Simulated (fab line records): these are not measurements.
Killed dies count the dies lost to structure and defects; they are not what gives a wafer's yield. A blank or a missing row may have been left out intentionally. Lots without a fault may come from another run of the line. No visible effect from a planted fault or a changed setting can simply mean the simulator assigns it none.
Split-lot study	flow sky130	23 wafers read across 5 lots, on a route 708 steps long

THE SPLIT
At SKY_LDD_HVN_COAT_02 (resist thk 300 nm), the setting resist_thk_nm was moved away from the recipe's 300 nm on 9 of the 23 wafers read, by -5.8% to +3.4%. The other wafers ran this setting at the recipe's value.

The reading is taken at the split's own step.

THE READING
NOVOLAK_of_LDD_HVN_COAT_02.thk_nm (the simulator's own value, which no gauge read), in nm, at SKY_LDD_HVN_COAT_02 (resist thk 300 nm). The file gives no usual value for it. Here, 14 wafers ran the recipe; their average is 300.6 nm with a standard deviation of 1.2 nm.

wafer	tool, chamber at the split	resist_thk_nm as run, nm	against the recipe	NOVOLAK_of_LDD_HVN_COAT_02.thk_nm, nm	against lot-mates on the recipe
L074.1	litho_track-01, 0	282.5	-5.8%	282.9	-16.8
L074.3	litho_track-01, 0	300	recipe	299.5	-
L074.4	litho_track-01, 0	300	recipe	299.9	-
L074.5	litho_track-01, 0	282.5	-5.8%	282.1	-17.6
L074.6	litho_track-01, 0	282.5	-5.8%	282.3	-17.4
L076.2	litho_track-02, 0	300	recipe	299	-
L076.4	litho_track-02, 0	300	recipe	299.6	-
L076.6	litho_track-02, 0	300	recipe	299.4	-
L077.1	litho_track-01, 0	300	recipe	302.5	-
L077.6	litho_track-01, 0	300	recipe	302.5	-
L077.2	litho_track-01, 0	300	recipe	302.1	-
L077.3	litho_track-01, 0	300	recipe	302.4	-
L077.4	litho_track-01, 0	300	recipe	301.4	-
L079.1	litho_track-01, 0	285.6	-4.8%	287	-13.2
L079.5	litho_track-01, 0	285.6	-4.8%	287	-13.2
L079.2	litho_track-01, 0	285.6	-4.8%	286.8	-13.4
L079.3	litho_track-01, 0	300	recipe	300.3	-
L079.4	litho_track-01, 0	300	recipe	300.1	-
L084.2	litho_track-01, 0	300	recipe	299.9	-
L084.3	litho_track-01, 0	310.1	+3.4%	310.4	+10.4
L084.4	litho_track-01, 0	300	recipe	300.1	-
L084.5	litho_track-01, 0	310.1	+3.4%	310.6	+10.6
L084.6	litho_track-01, 0	310.1	+3.4%	311.1	+11.1

FIT RESULTS
A straight line over all 23 wafers: NOVOLAK_of_LDD_HVN_COAT_02.thk_nm changes by +3.01 nm for each +1% of resist_thk_nm; r = +0.99; the points scatter about the line by 1.1 nm.
The same after taking each lot's own level away (the mean of its wafers on the recipe; 23 wafers): +2.95 nm for each +1%; r = +1.00; scatter 0.49 nm.
On that fit, the largest move of resist_thk_nm shifts the reading by 17 nm.
Across the lots, their own levels run from 299.33 to 302.18 nm, a range of 2.3 times the standard deviation given above.
So the lot-to-lot level changes the slope little: the two slopes agree.
Check: for one of the wafers moved furthest among these (-5.8%), held out of the fit, the line's prediction against its lot-mates is -17.1 nm. Against them it came out at -16.8 nm.

OTHER SPLITS APPLIED TO THESE WAFERS
Before the reading, these wafers also passed through other splits. Each is held against what the fit with the lots' levels taken away leaves over:
other split on the same wafers	wafers away from the commonest value	r with NOVOLAK_of_LDD_HVN_COAT_02.thk_nm (lot level and that fit taken away)
SKY_POLY_GATE_EXPOSE_10 dose_mj	12	+0.35
SKY_POLY_GATE_OXIDATION_20 temp_c	10	-0.34
SKY_LDD_P_DEVELOP_06 develop_time_s	8	+0.21

THE WHOLE CHAIN: every reading that the file lists as answering this split, in the file's order
step	what it does	reading	change (the file's fit)	r (the file's)
SKY_LDD_HVN_COAT_02	resist thk 300 nm	NOVOLAK_of_LDD_HVN_COAT_02.thk_nm (the simulator's own value, which no gauge read)	+2.93 nm for each +1% of the setting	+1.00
SKY_LDD_HVN_STRIP_09	strips in O2/N2	strip_time_to_endpoint_s	withheld for each +1% of the setting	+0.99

FILE'S OWN FIT
NOVOLAK_of_LDD_HVN_COAT_02.thk_nm changes by +2.93 nm for each +1% of resist_thk_nm, r = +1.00.
